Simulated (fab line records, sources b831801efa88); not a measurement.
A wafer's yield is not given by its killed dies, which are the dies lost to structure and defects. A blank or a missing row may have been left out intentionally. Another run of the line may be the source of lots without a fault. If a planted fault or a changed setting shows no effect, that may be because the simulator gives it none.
fab line records	flow sky130
record: lots: 24	wafers: 72	lastDay: 50
route steps=708 shown METAL4@599 CAP2M@603 VIA4@656 METAL5@662
lots with no fault: from the same line, run without faults
startH: hours from the record's opening day to when the first of the lot's shown wafers began	waitH: hours elapsed since this lot's preceding step	" as in the row above	L1.1+2: several wafers, shown together as one row	- no value present, or no start provided	* or withheld: withheld	< > ~ a bound
route shown NAME@n: a module of which the file shows steps, and the number in the route of the first	usual: mean/standard deviation taken from wafers without a fault	same: alike in all rows	chamber/n: place in a boat	sites: per-site readings	_std_site: standard deviation of those values	_edge_site: the outer-site mean with the inner-site mean subtracted	radiusMm: how far each site lies from the wafer's centre	mask NAME#n: copy n	behind: the last tool/chamber to shape the wafer	hold: cause of the lot's hold/its duration in hours/its outcome	device: transistor that didn't switch, given as n, p or np	end of line: at the end of the route, the tests of the same wafers	step lacking rows: just its recipe	killed: the dies lost at the first sort to structure and to defects; this is not the yield of the wafer	map: per-die view of a wafer (x killed, . not killed, _ where there is no die)
set.NAME: setting as actually run; set.NAME@STEP: the setting as run at that earlier step	model.NAME: the simulator's own value behind a step, which no gauge read
steps of the route over a sample of lots; a table a step, a row a wafer
services: from which hour (startH, from the record's first day; less than 0 if before it) a tool's chamber was out of use, for how many hours, and why
== steps ==
step: SKY_METAL4_SPUTTER_01
recipe: material: TiN	targetThkNm: 20	powerW: 6500	timeS: 16.7	chamberPressurePa: 0.4
usual: throttleValvePct: 30.0/0.82
lot.wafer	tool	chamber	startH	waitH	throttleValvePct
L074.1	pvdSputter-02	-	924.46	0.0	29.6
L074.5	"	-	"	"	30.0
L074.6	"	-	"	"	29.6
L075.3	pvdSputter-01	-	934.02	0.0	31.8
L075.5	"	-	"	"	31.1
L075.6	"	-	"	"	28.7
L076.1	pvdSputter-03	-	939.48	0.0	29.2
L076.2	"	-	"	"	29.5
L076.4	"	-	"	"	30.3
L078.2	pvdSputter-03	-	947.82	0.0	30.1
L078.3	"	-	"	"	28.8
L078.5	"	-	"	"	29.8
L077.1	pvdSputter-02	-	950.23	0.0	31.3
L077.4	"	-	"	"	29.5
L077.6	"	-	"	"	31.2
L079.2	pvdSputter-03	-	960.78	0.0	29.0
L079.3	"	-	"	"	29.6
L079.5	"	-	"	"	29.7
L080.1	pvdSputter-02	-	972.80	0.0	29.7
L080.2	"	-	"	"	29.7
L080.6	"	-	"	"	29.5
L081.4	pvdSputter-02	-	978.54	0.0	31.4
L081.5	"	-	"	"	29.6
L081.6	"	-	"	"	30.2
L083.1	pvdSputter-03	-	990.40	0.0	29.8
L083.2	"	-	"	"	29.0
L083.4	"	-	"	"	30.4
L082.1	pvdSputter-02	-	991.00	0.0	29.4
L082.4	"	-	"	"	29.6
L082.5	"	-	"	"	31.2
L085.2	pvdSputter-02	-	1001.98	0.0	29.5
L085.4	"	-	"	"	29.9
L085.5	"	-	"	"	29.5
L084.2	pvdSputter-03	-	1005.00	0.0	29.5
L084.4	"	-	"	"	28.8
L084.5	"	-	"	"	30.4
L086.2	pvdSputter-03	-	1006.90	0.0	30.0
L086.3	"	-	"	"	29.5
L086.5	"	-	"	"	30.4
L087.1	pvdSputter-02	-	1017.92	0.0	29.6
L087.4	"	-	"	"	30.0
L087.5	"	-	"	"	29.9
L088.2	pvdSputter-02	-	1027.22	0.0	29.7
L088.4	"	-	"	"	31.2
L088.5	"	-	"	"	29.3
L089.3	pvdSputter-03	-	1036.05	0.0	29.1
L089.4	"	-	"	"	28.9
L089.6	"	-	"	"	28.8
L090.3	pvdSputter-01	-	1037.12	0.0	32.0
L090.5	"	-	"	"	30.4
L090.6	"	-	"	"	31.3
L091.2	pvdSputter-01	-	1041.95	0.0	29.0
L091.4	"	-	"	"	31.8
L091.6	"	-	"	"	28.7
L092.1	pvdSputter-01	-	1050.65	0.0	28.7
L092.2	"	-	"	"	31.0
L092.4	"	-	"	"	32.0
L093.2	pvdSputter-02	-	1061.20	0.0	29.4
L093.4	"	-	"	"	30.3
L093.6	"	-	"	"	30.3
L094.4	pvdSputter-02	-	1066.70	0.0	29.7
L094.5	"	-	"	"	31.3
L094.6	"	-	"	"	29.5
L095.3	pvdSputter-03	-	1068.25	0.0	28.6
L095.5	"	-	"	"	28.8
L095.6	"	-	"	"	29.7
L096.3	pvdSputter-01	-	1073.37	0.0	31.9
L096.4	"	-	"	"	31.1
L096.5	"	-	"	"	31.3
L097.1	pvdSputter-03	-	1074.90	0.0	29.0
L097.2	"	-	"	"	30.3
L097.6	"	-	"	"	29.0
step: SKY_CAP2M_CVD_00
recipe: material: SiO2	targetThkNm: 15.5	tempC: 400	timeS: withheld	rfW: 450
usual: heaterPowerW: 669/84
lot.wafer	tool	chamber	startH	waitH	heaterPowerW
L074.1	pecvd-01	2	924.59	0.0	813
L074.5	"	2	"	"	810
L074.6	"	1	"	"	714
L075.3	pecvd-02	0	934.15	0.0	645
L075.5	"	0	"	"	659
L075.6	"	2	"	"	640
L076.1	pecvd-04	1	939.61	0.0	481
L076.2	"	2	"	"	738
L076.4	"	1	"	"	489
L078.2	pecvd-04	1	947.95	0.0	486
L078.3	"	0	"	"	611
L078.5	"	0	"	"	604
L077.1	pecvd-04	2	950.36	0.0	705
L077.4	"	2	"	"	708
L077.6	"	1	"	"	553
L079.2	pecvd-01	1	960.91	0.0	670
L079.3	"	2	"	"	831
L079.5	"	2	"	"	807
L080.1	pecvd-04	1	972.94	0.0	501
L080.2	"	2	"	"	736
L080.6	"	2	"	"	734
L081.4	pecvd-02	0	978.68	0.0	570
L081.5	"	2	"	"	697
L081.6	"	1	"	"	784
L083.1	pecvd-01	1	990.54	0.0	615
L083.2	"	2	"	"	662
L083.4	"	2	"	"	655
L082.1	pecvd-02	2	991.14	0.0	665
L082.4	"	0	"	"	704
L082.5	"	1	"	"	762
L085.2	pecvd-01	2	1002.11	0.0	769
L085.4	"	1	"	"	697
L085.5	"	1	"	"	688
L084.2	pecvd-02	2	1005.13	0.0	629
L084.4	"	2	"	"	623
L084.5	"	0	"	"	633
L086.2	pecvd-01	1	1007.03	0.0	653
L086.3	"	2	"	"	656
L086.5	"	2	"	"	686
L087.1	pecvd-04	0	1018.05	0.0	678
L087.4	"	0	"	"	682
L087.5	"	2	"	"	675
L088.2	pecvd-01	1	1027.35	0.0	594
L088.4	"	1	"	"	609
L088.5	"	1	"	"	598
L089.3	pecvd-04	0	1036.18	0.0	608
L089.4	"	0	"	"	597
L089.6	"	2	"	"	730
L090.3	pecvd-02	0	1037.25	0.0	620
L090.5	"	2	"	"	695
L090.6	"	0	"	"	629
L091.2	pecvd-01	0	1042.08	0.0	763
L091.4	"	1	"	"	684
L091.6	"	0	"	"	745
L092.1	pecvd-04	0	1050.78	0.0	607
L092.2	"	2	"	"	629
L092.4	"	0	"	"	601
L093.2	pecvd-04	0	1061.33	0.0	647
L093.4	"	2	"	"	729
L093.6	"	1	"	"	542
L094.4	pecvd-04	2	1066.84	0.0	715
L094.5	"	2	"	"	732
L094.6	"	0	"	"	615
L095.3	pecvd-02	0	1068.39	0.0	691
L095.5	"	0	"	"	696
L095.6	"	2	"	"	581
L096.3	pecvd-01	0	1073.50	0.0	799
L096.4	"	1	"	"	707
L096.5	"	2	"	"	719
L097.1	pecvd-04	2	1075.03	0.0	635
L097.2	"	0	"	"	621
L097.6	"	2	"	"	633
step: SKY_METAL4_ETCH_16
recipe: chemistry: N2/H2	target: BARC	ionEnergyEv: 200	biasW: 100	pressureMtorr: 30	n2FlowSccm: 100	h2FlowSccm: 200	icpW: 500	stopOn: SiO2	timeS: 88.2	targetDepthA: 600
usual: drypumpMotorCurrentA: 5.5/0.43	heBacksideLeakSccm: 3.5/0.36	oesProductAu: 0.626/0.0045	throttleValvePct: 13.204/0.0092
lot.wafer	tool	chamber	startH	waitH	drypumpMotorCurrentA	heBacksideLeakSccm	oesProductAu	rfHoursCounterH	throttleValvePct
L074.1	rieMetal-04	0	973.43	0.0	5.7	3.3	0.624	9	13.204
L074.5	"	0	"	"	5.7	3.1	0.625	-	13.212
L074.6	"	1	"	"	6.4	3.2	0.617	-	13.209
L075.3	rieMetal-03	1	983.21	0.0	5.1	3.6	0.626	-	13.203
L075.5	"	0	"	"	5.6	3.3	0.620	-	13.201
L075.6	"	1	"	"	5.2	3.7	0.628	-	13.205
L076.1	rieMetal-03	1	988.29	0.0	5.2	3.6	0.628	16	13.201
L076.2	"	0	"	"	5.7	3.8	0.626	2	13.210
L076.4	"	1	"	"	5.2	3.5	0.623	-	13.205
L078.2	rieMetal-04	0	996.15	0.0	5.7	3.2	0.627	10	13.207
L078.3	"	1	"	"	6.3	3.0	0.630	-	13.200
L078.5	"	0	"	"	5.7	3.1	0.637	-	13.185
L077.1	rieMetal-04	1	999.60	0.0	6.4	3.1	0.619	14	13.205
L077.4	"	1	"	"	6.3	3.1	0.613	-	13.228
L077.6	"	0	"	"	5.7	3.5	0.625	-	13.214
L079.2	rieMetal-01	1	1009.84	0.0	5.1	3.6	0.623	4	13.203
L079.3	"	0	"	"	5.6	3.4	0.633	-	13.198
L079.5	"	0	"	"	5.6	3.5	0.626	-	13.200
L080.1	rieMetal-04	0	1021.28	0.0	5.7	6.2	0.628	11	13.213
L080.2	"	1	"	"	6.3	3.2	0.626	15	13.200
L080.6	"	1	"	"	6.3	3.1	0.616	-	13.223
L081.4	rieMetal-01	1	1026.13	0.1	5.0	3.6	0.626	-	13.188
L081.5	"	1	"	"	5.0	3.5	0.626	-	13.213
L081.6	"	1	"	"	5.0	3.6	0.621	-	13.211
L083.1	rieMetal-03	0	1036.68	0.0	5.6	3.3	0.615	5	13.212
L083.2	"	1	"	"	5.2	3.7	0.623	19	13.206
L083.4	"	1	"	"	5.2	3.6	0.627	-	13.214
L082.1	rieMetal-04	0	1037.79	0.0	5.7	3.1	0.629	12	13.210
L082.4	"	1	"	"	6.4	3.2	0.624	-	13.214
L082.5	"	0	"	"	5.7	3.4	0.625	-	13.186
L085.2	rieMetal-01	1	1048.99	0.1	5.1	3.6	0.624	-	13.186
L085.4	"	1	"	"	5.0	3.5	0.623	-	13.202
L085.5	"	1	"	"	5.0	3.7	0.625	-	13.199
L084.2	rieMetal-01	1	1051.84	0.1	5.0	3.7	0.623	-	13.204
L084.4	"	1	"	"	5.0	3.6	0.635	-	13.195
L084.5	"	1	"	"	5.0	3.6	0.627	-	13.201
L086.2	rieMetal-01	1	1052.76	0.1	5.0	3.6	0.619	-	13.215
L086.3	"	1	"	"	5.1	3.6	0.624	-	13.197
L086.5	"	1	"	"	5.1	3.5	0.625	-	13.209
L087.1	rieMetal-04	0	1062.98	0.0	5.7	3.7	0.620	14	13.205
L087.4	"	0	"	"	5.7	3.3	0.623	-	13.190
L087.5	"	1	"	"	6.4	3.3	0.620	-	13.201
L088.2	rieMetal-01	0	1072.00	0.0	5.6	3.5	0.625	1	13.215
L088.4	"	1	"	"	5.1	3.6	0.626	-	13.211
L088.5	"	1	"	"	5.1	3.6	0.620	-	13.199
L089.3	rieMetal-01	1	1080.38	0.1	5.0	3.5	0.633	-	13.202
L089.4	"	0	"	"	5.6	3.7	0.629	-	13.201
L089.6	"	1	"	"	5.1	3.7	0.630	-	13.207
L090.3	rieMetal-01	1	1081.52	0.0	5.1	3.7	0.631	-	13.190
L090.5	"	0	"	"	5.6	3.6	0.632	-	13.199
L090.6	"	1	"	"	5.1	3.6	0.634	-	13.183
L091.2	rieMetal-01	1	1085.34	0.0	5.1	3.6	0.628	11	13.201
L091.4	"	1	"	"	5.1	3.7	0.620	-	13.203
L091.6	"	0	"	"	5.6	3.6	0.626	-	13.181
L092.1	rieMetal-03	0	1093.65	0.0	5.7	3.1	0.626	9	13.196
L092.2	"	1	"	"	5.2	3.6	0.629	23	13.196
L092.4	"	0	"	"	5.6	3.3	0.625	-	13.195
L093.2	rieMetal-03	1	1102.74	0.0	5.2	3.6	0.630	24	13.216
L093.4	"	1	"	"	5.2	3.7	0.623	-	13.216
L093.6	"	0	"	"	5.6	3.2	0.623	-	13.200
L094.4	rieMetal-04	0	1107.92	0.1	5.7	3.1	0.622	-	13.195
L094.5	"	0	"	"	5.7	3.2	0.625	-	13.198
L094.6	"	0	"	"	5.7	3.2	0.623	-	13.199
L095.3	rieMetal-03	0	1110.93	0.0	5.6	3.2	0.628	-	13.210
L095.5	"	1	"	"	5.2	3.7	0.620	-	13.211
L095.6	"	0	"	"	5.6	3.3	0.629	-	13.194
L096.3	rieMetal-01	1	1114.33	0.0	5.1	3.7	0.634	-	13.191
L096.4	"	0	"	"	5.6	3.5	0.625	-	13.208
L096.5	"	0	"	"	5.6	3.6	0.630	-	13.187
L097.1	rieMetal-04	1	1115.94	0.0	6.4	3.0	0.627	21	13.213
L097.2	"	0	"	"	5.7	3.2	0.626	18	13.196
L097.6	"	1	"	"	6.3	2.9	0.627	-	13.191
step: SKY_METAL4_STRIP_19
recipe: chemistry: O2/N2	powerW: 1400	pressureMtorr: 1500	platenTempC: withheld	o2FlowSccm: 3000	n2FlowSccm: 300	overashFraction: 0.5
usual: drypumpMotorCurrentA: 5.6/0.55	oesProductAu: 0.500/0.0057	stripTimeToEndpointS: 6.47/0.066
lot.wafer	tool	chamber	startH	waitH	drypumpMotorCurrentA	oesProductAu	rfHoursCounterH	stripTimeToEndpointS
L074.1	plasmaAsher-01	1	973.72	0.1	5.8	0.489	113	6.37
L074.5	"	1	"	"	5.8	0.507	-	6.52
L074.6	"	0	"	"	5.2	0.497	-	6.45
L075.3	plasmaAsher-01	0	983.51	0.1	5.2	0.493	-	6.32
L075.5	"	0	"	"	5.2	0.491	-	6.33
L075.6	"	1	"	"	5.8	0.508	-	6.44
L076.1	plasmaAsher-02	1	988.59	0.1	4.9	0.493	25	6.48
L076.2	"	0	"	"	6.4	0.498	25	6.33
L076.4	"	1	"	"	4.8	0.493	-	6.47
L078.2	plasmaAsher-01	1	996.45	0.1	5.8	0.493	115	6.47
L078.3	"	0	"	"	5.2	0.498	-	6.45
L078.5	"	1	"	"	5.8	0.495	-	6.39
L077.1	plasmaAsher-01	0	999.90	0.1	5.2	0.498	115	6.39
L077.4	"	1	"	"	5.9	0.496	-	6.45
L077.6	"	1	"	"	5.8	0.495	-	6.45
L079.2	plasmaAsher-01	0	1010.14	0.1	5.2	0.501	116	6.46
L079.3	"	1	"	"	5.8	0.502	-	6.54
L079.5	"	1	"	"	5.8	0.499	-	6.52
L080.1	plasmaAsher-03	0	1021.57	0.1	6.3	0.495	58	6.42
L080.2	"	1	"	"	4.9	0.496	58	6.48
L080.6	"	1	"	"	4.9	0.497	-	6.50
L081.4	plasmaAsher-01	1	1026.46	0.1	5.8	0.511	-	6.51
L081.5	"	1	"	"	5.8	0.504	-	6.52
L081.6	"	0	"	"	5.2	0.513	-	6.48
L083.1	plasmaAsher-03	1	1037.15	0.3	4.9	0.504	59	6.58
L083.2	"	0	"	"	6.2	0.510	59	6.60
L083.4	"	1	"	"	4.9	0.501	-	6.56
L082.1	plasmaAsher-02	1	1038.09	0.1	4.9	0.504	29	6.52
L082.4	"	1	"	"	4.9	0.509	-	6.54
L082.5	"	0	"	"	6.4	0.505	-	6.46
L085.2	plasmaAsher-01	1	1049.35	0.1	5.8	0.497	120	6.43
L085.4	"	1	"	"	5.8	0.499	-	6.44
L085.5	"	0	"	"	5.2	0.497	-	6.46
L084.2	plasmaAsher-01	0	1052.20	0.1	5.2	0.493	121	6.42
L084.4	"	0	"	"	5.2	0.499	-	6.38
L084.5	"	0	"	"	5.2	0.496	-	6.40
L086.2	plasmaAsher-02	0	1053.12	0.1	6.4	0.503	31	6.45
L086.3	"	1	"	"	4.8	0.497	-	6.46
L086.5	"	1	"	"	4.9	0.500	-	6.51
L087.1	plasmaAsher-03	1	1063.27	0.1	4.9	0.501	62	6.52
L087.4	"	0	"	"	6.3	0.501	-	6.57
L087.5	"	1	"	"	4.9	0.502	-	6.55
L088.2	plasmaAsher-02	1	1072.30	0.1	4.9	0.495	33	6.37
L088.4	"	0	"	"	6.4	0.494	-	6.41
L088.5	"	1	"	"	4.8	0.507	-	6.46
L089.3	plasmaAsher-01	0	1080.70	0.1	5.2	0.497	-	6.44
L089.4	"	1	"	"	5.8	0.500	-	6.48
L089.6	"	1	"	"	5.8	0.496	-	6.43
L090.3	plasmaAsher-02	1	1081.82	0.1	4.9	0.501	-	6.40
L090.5	"	1	"	"	4.8	0.508	-	6.51
L090.6	"	0	"	"	6.4	0.498	-	6.47
L091.2	plasmaAsher-01	1	1085.64	0.1	5.8	0.497	2	6.43
L091.4	"	1	"	"	5.8	0.499	-	6.43
L091.6	"	1	"	"	5.8	0.492	-	6.44
L092.1	plasmaAsher-01	1	1093.95	0.1	5.8	0.498	3	6.51
L092.2	"	0	"	"	5.2	0.494	3	6.46
L092.4	"	0	"	"	5.2	0.490	-	6.52
L093.2	plasmaAsher-01	1	1103.04	0.1	5.8	0.498	4	6.59
L093.4	"	1	"	"	5.8	0.498	-	6.47
L093.6	"	1	"	"	5.8	0.496	-	6.56
L094.4	plasmaAsher-01	0	1108.25	0.1	5.2	0.513	-	6.51
L094.5	"	0	"	"	5.2	0.493	-	6.50
L094.6	"	1	"	"	5.8	0.509	-	6.45
L095.3	plasmaAsher-03	1	1111.22	0.1	4.9	0.499	-	6.57
L095.5	"	1	"	"	4.9	0.496	-	6.52
L095.6	"	0	"	"	6.3	0.503	-	6.56
L096.3	plasmaAsher-02	1	1114.63	0.1	4.9	0.508	-	6.44
L096.4	"	0	"	"	6.4	0.500	-	6.42
L096.5	"	0	"	"	6.4	0.504	-	6.43
L097.1	plasmaAsher-03	1	1116.24	0.1	4.9	0.507	67	6.58
L097.2	"	0	"	"	6.3	0.511	67	6.57
L097.6	"	0	"	"	6.3	0.509	-	6.63
step: SKY_VIA4_SPUTTER_17
recipe: material: TiN	targetThkNm: 20	chamberPressurePa: 5	powerW: 4000	timeS: 80
usual: throttleValvePct: 29.9/0.93
lot.wafer	tool	chamber	startH	waitH	throttleValvePct
L074.1	pvdSputter-04	-	999.19	0.0	31.8
L074.5	"	-	"	"	32.0
L074.6	"	-	"	"	28.6
L075.3	pvdSputter-02	-	1008.43	0.0	29.3
L075.5	"	-	"	"	31.3
L075.6	"	-	"	"	29.6
L076.1	pvdSputter-02	-	1012.90	0.0	29.5
L076.2	"	-	"	"	30.0
L076.4	"	-	"	"	31.4
L078.2	pvdSputter-04	-	1021.58	0.0	30.8
L078.3	"	-	"	"	28.6
L078.5	"	-	"	"	28.5
L077.1	pvdSputter-02	-	1024.84	0.0	29.6
L077.4	"	-	"	"	31.2
L077.6	"	-	"	"	30.2
L079.2	pvdSputter-03	-	1034.37	0.0	30.2
L079.3	"	-	"	"	29.6
L079.5	"	-	"	"	29.8
L080.1	pvdSputter-03	-	1045.44	0.0	29.8
L080.2	"	-	"	"	30.0
L080.6	"	-	"	"	30.0
L081.4	pvdSputter-03	-	1050.56	0.0	30.2
L081.5	"	-	"	"	30.0
L081.6	"	-	"	"	29.7
L083.1	pvdSputter-02	-	1060.20	0.0	29.6
L083.2	"	-	"	"	30.3
L083.4	"	-	"	"	29.4
L082.1	pvdSputter-03	-	1060.94	0.0	29.3
L082.4	"	-	"	"	30.3
L082.5	"	-	"	"	28.8
L085.2	pvdSputter-02	-	1073.27	0.0	29.5
L085.4	"	-	"	"	31.2
L085.5	"	-	"	"	31.4
L084.2	pvdSputter-02	-	1075.29	0.0	30.1
L084.4	"	-	"	"	29.5
L084.5	"	-	"	"	30.0
L086.2	pvdSputter-03	-	1076.20	0.0	28.7
L086.3	"	-	"	"	29.5
L086.5	"	-	"	"	30.2
L087.1	pvdSputter-02	-	1085.24	0.0	29.6
L087.4	"	-	"	"	30.2
L087.5	"	-	"	"	29.4
L088.2	pvdSputter-02	-	1094.25	0.0	29.3
L088.4	"	-	"	"	31.6
L088.5	"	-	"	"	29.9
L089.3	pvdSputter-02	-	1102.55	0.0	31.4
L089.4	"	-	"	"	30.1
L089.6	"	-	"	"	29.6
L090.3	pvdSputter-04	-	1103.75	0.0	28.6
L090.5	"	-	"	"	30.9
L090.6	"	-	"	"	28.6
L091.2	pvdSputter-03	-	1107.87	0.0	30.3
L091.4	"	-	"	"	28.7
L091.6	"	-	"	"	29.4
L092.1	pvdSputter-03	-	1115.46	0.0	30.4
L092.2	"	-	"	"	30.1
L092.4	"	-	"	"	28.6
L093.2	pvdSputter-04	-	1124.51	0.0	28.8
L093.4	"	-	"	"	28.3
L093.6	"	-	"	"	28.9
L094.4	pvdSputter-04	-	1129.12	0.0	30.6
L094.5	"	-	"	"	30.3
L094.6	"	-	"	"	32.2
L095.3	pvdSputter-04	-	1132.13	0.0	31.6
L095.5	"	-	"	"	28.6
L095.6	"	-	"	"	28.9
L096.3	pvdSputter-03	-	1135.25	0.0	28.8
L096.4	"	-	"	"	29.5
L096.5	"	-	"	"	28.7
L097.1	pvdSputter-03	-	1137.05	0.0	29.9
L097.2	"	-	"	"	30.2
L097.6	"	-	"	"	30.1
step: SKY_METAL5_SPUTTER_01
recipe: material: TiN	targetThkNm: 20	powerW: 6500	timeS: 16.7	chamberPressurePa: 0.4
usual: throttleValvePct: 30.2/1.1
lot.wafer	tool	chamber	startH	waitH	throttleValvePct
L074.1	pvdSputter-02	-	999.91	0.0	31.3
L074.5	"	-	"	"	30.0
L074.6	"	-	"	"	29.9
L075.3	pvdSputter-02	-	1009.15	0.0	29.5
L075.5	"	-	"	"	30.2
L075.6	"	-	"	"	29.8
L076.1	pvdSputter-01	-	1013.62	0.0	31.4
L076.2	"	-	"	"	28.7
L076.4	"	-	"	"	32.0
L078.2	pvdSputter-01	-	1022.30	0.0	31.2
L078.3	"	-	"	"	28.8
L078.5	"	-	"	"	30.4
L077.1	pvdSputter-01	-	1025.55	0.0	31.1
L077.4	"	-	"	"	30.1
L077.6	"	-	"	"	31.2
L079.2	pvdSputter-04	-	1035.09	0.0	31.8
L079.3	"	-	"	"	30.9
L079.5	"	-	"	"	31.7
L080.1	pvdSputter-01	-	1046.16	0.0	31.9
L080.2	"	-	"	"	31.3
L080.6	"	-	"	"	28.7
L081.4	pvdSputter-02	-	1051.25	0.0	29.5
L081.5	"	-	"	"	31.5
L081.6	"	-	"	"	29.9
L083.1	pvdSputter-01	-	1060.92	0.0	28.9
L083.2	"	-	"	"	30.3
L083.4	"	-	"	"	32.0
L082.1	pvdSputter-01	-	1061.66	0.0	28.7
L082.4	"	-	"	"	30.2
L082.5	"	-	"	"	30.3
L085.2	pvdSputter-02	-	1074.08	0.0	29.4
L085.4	"	-	"	"	31.4
L085.5	"	-	"	"	29.9
L084.2	pvdSputter-04	-	1076.00	0.0	28.2
L084.4	"	-	"	"	28.6
L084.5	"	-	"	"	28.7
L086.2	pvdSputter-04	-	1076.91	0.0	31.6
L086.3	"	-	"	"	28.4
L086.5	"	-	"	"	28.7
L087.1	pvdSputter-02	-	1085.96	0.0	30.2
L087.4	"	-	"	"	29.6
L087.5	"	-	"	"	29.8
L088.2	pvdSputter-04	-	1095.15	0.0	30.8
L088.4	"	-	"	"	28.8
L088.5	"	-	"	"	30.5
L089.3	pvdSputter-01	-	1103.45	0.0	31.2
L089.4	"	-	"	"	31.8
L089.6	"	-	"	"	30.4
L090.3	pvdSputter-02	-	1105.02	0.0	29.6
L090.5	"	-	"	"	31.5
L090.6	"	-	"	"	29.5
L091.2	pvdSputter-01	-	1108.58	0.0	29.1
L091.4	"	-	"	"	30.8
L091.6	"	-	"	"	28.6
L092.1	pvdSputter-01	-	1116.33	0.0	32.0
L092.2	"	-	"	"	30.2
L092.4	"	-	"	"	28.9
L093.2	pvdSputter-04	-	1125.23	0.0	31.7
L093.4	"	-	"	"	30.9
L093.6	"	-	"	"	30.8
L094.4	pvdSputter-02	-	1129.88	0.0	29.5
L094.5	"	-	"	"	29.5
L094.6	"	-	"	"	30.3
L095.3	pvdSputter-02	-	1132.85	0.0	29.6
L095.5	"	-	"	"	30.5
L095.6	"	-	"	"	29.5
L096.3	pvdSputter-04	-	1135.96	0.0	30.8
L096.4	"	-	"	"	31.5
L096.5	"	-	"	"	28.4
L097.1	pvdSputter-04	-	1137.76	0.0	28.7
L097.2	"	-	"	"	30.7
L097.6	"	-	"	"	28.8
== services ==
tool	chamber	startH	hours	kind
pvdSputter-01	-	901.16	0.5	repair
plasmaAsher-01	-	913.59	1.3	repair
pecvd-04	0	918.73	2.5	repair
pecvd-04	0	921.71	5.2	repair
pecvd-01	2	931.43	4.9	repair
pvdSputter-02	-	937.91	2.7	repair
rieMetal-01	-	955.08	14.6	pm
pvdSputter-02	-	957.43	6.0	repair
pvdSputter-03	-	974.35	9.4	repair
pecvd-01	1	977.75	10.2	repair
rieMetal-01	-	986.78	1.4	pm
plasmaAsher-01	-	993.20	0.3	repair
pvdSputter-01	-	993.81	0.7	repair
plasmaAsher-02	-	994.14	4.0	repair
plasmaAsher-01	-	1017.04	1.1	repair
rieMetal-01	0	1024.11	7.4	repair
plasmaAsher-01	-	1055.25	9.0	pm
pecvd-04	1	1064.70	10.9	repair
pecvd-01	1	1068.27	5.2	repair
pvdSputter-03	-	1079.44	1.3	repair
rieMetal-04	1	1106.21	4.0	repair
pecvd-04	-	1128.59	28.1	pm
rieMetal-01	1	1130.89	49.1	repair
pecvd-01	0	1135.56	1.9	repair
== key ==
fault none
